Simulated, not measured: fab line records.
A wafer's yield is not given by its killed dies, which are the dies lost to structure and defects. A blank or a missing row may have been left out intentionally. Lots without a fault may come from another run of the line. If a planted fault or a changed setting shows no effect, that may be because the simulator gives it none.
Comparing a struck lot with a sound one -- flow sfq-line -- 14 steps out of a route of 325
Sound: the wafers L382.1, L382.3, L382.4. The struck wafers were L388.3, L388.4, L388.5. The cause is named last.
For every step that has rows: the tool of each side, followed by ch and its chambers, followed by its first start. Under that, the readings that differ: sound wafers -- struck wafers -- difference of the means -- sigmas: that difference in standard deviations of wafers without a fault.
alike: words and numbers the same on both sides, and readings whose means are apart by under 2 such deviations; not compared: readings that were withheld, readings missing a value for some wafer, numbers with overlapping values and no deviation given by the record, and bounds like >300 which may hide the same value.
The two part at a step that has a row with sigmas, a row that says differs or no value, or rows on one side only. Non-overlapping numbers with no deviation appear without sigmas and do not part them. A reading missing from all wafers of one side parts the sides only when that side holds two or more wafers.

SFQ_TRILAYER_M2_BARC_OPEN_METAL_ETCH_077: etches BARC in O2, target depth 125 nm, time 41.7 s.
  sound on rie-metal-03 ch 0,1, day 25 00:07; struck on rie-metal-03 ch 0,1, day 27 07:20
  alike: drypump-motor-current-A, oes-product-au
  not compared: rf-hours-counter-h
SFQ_TRILAYER_M2_ETCH_METAL_ETCH_060: etches Nb in Cl2/Ar, stops on SiO2, target depth 240 nm, time 120 s.
  sound on rie-metal-03 ch 0,1, day 25 00:11; struck on rie-metal-03 ch 0,1, day 27 07:25
  alike: drypump-motor-current-A, oes-product-au
  not compared: rf-hours-counter-h
SFQ_TRILAYER_M2_STRIP_STRIP_061: strips in O2.
  sound on rie-metal-03 ch 0,1, day 25 00:18; struck on rie-metal-03 ch 0,1, day 27 07:42
  alike: drypump-motor-current-A, oes-product-au
  not compared: rf-hours-counter-h
then, 1 step without rows for these wafers: SFQ_TRILAYER_M2_STRIP_SOLV_CLEAN_062 (cleans in NMP, time 600 s).
SFQ_TRILAYER_I2_DEP_PECVD_063: deposits SiO2 from SiH4/N2O, time 111.11 s, target thk 500 nm.
  sound on pecvd-02 ch 0,1, day 25 01:05; struck on pecvd-04 ch 0,1,2, day 27 08:17
  alike: heater-power-w, throttle-valve-pct
  not compared: since-wet-clean-h
then, 1 step without rows for these wafers: SFQ_TRILAYER_I2_CMP_CMP_064 (polishes SiO2).
SFQ_I2_BOW_MEAS_917:
  sound on film-metro-01, day 25 04:34; struck on film-metro-03, day 27 11:25
  alike: I2_BOW
SFQ_TRILAYER_I2_METRO_MEASURE_065:
  sound on film-metro-01, day 25 04:41; struck on film-metro-03, day 27 11:53
  alike: thk-nm
then, 4 steps without rows for these wafers: SFQ_TRILAYER_I2_VIA_LITHO_COAT_072 (resist thk 62 nm); SFQ_TRILAYER_I2_VIA_LITHO_COAT_067 (resist thk 650 nm); SFQ_TRILAYER_I2_VIA_LITHO_SOFTBAKE_071; SFQ_TRILAYER_I2_VIA_LITHO_EXPOSE_068 (exposes mask I2, target cd 500 nm).
-- the record jumps here: 6 days lie between the struck wafers' starts before and after --
SFQ_TRILAYER_I2_VIA_LITHO_PEB_070: peb time 60 s.
  sound on litho-track-03 ch 0, day 32 05:57; struck on litho-track-03 ch 0, day 33 22:56
reading,sound,struck,difference,sigmas
heater-power-total-W (W),79.01 79.12 79.24,75.19 75.10 75.20,-3.96,-54
plate-temp-C (C),115.17 114.87 114.84,110.63 110.68 110.59,-4.33,-33
then, 1 step without rows for these wafers: SFQ_TRILAYER_I2_VIA_LITHO_DEVELOP_069 (time 60 s).

WHERE THEY PART
Only at SFQ_TRILAYER_I2_VIA_LITHO_PEB_070, within this record.

WHY: what the simulator had put in
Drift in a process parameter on litho-track-03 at SFQ_TRILAYER_I2_VIA_LITHO_PEB_070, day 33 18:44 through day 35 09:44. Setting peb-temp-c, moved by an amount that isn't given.
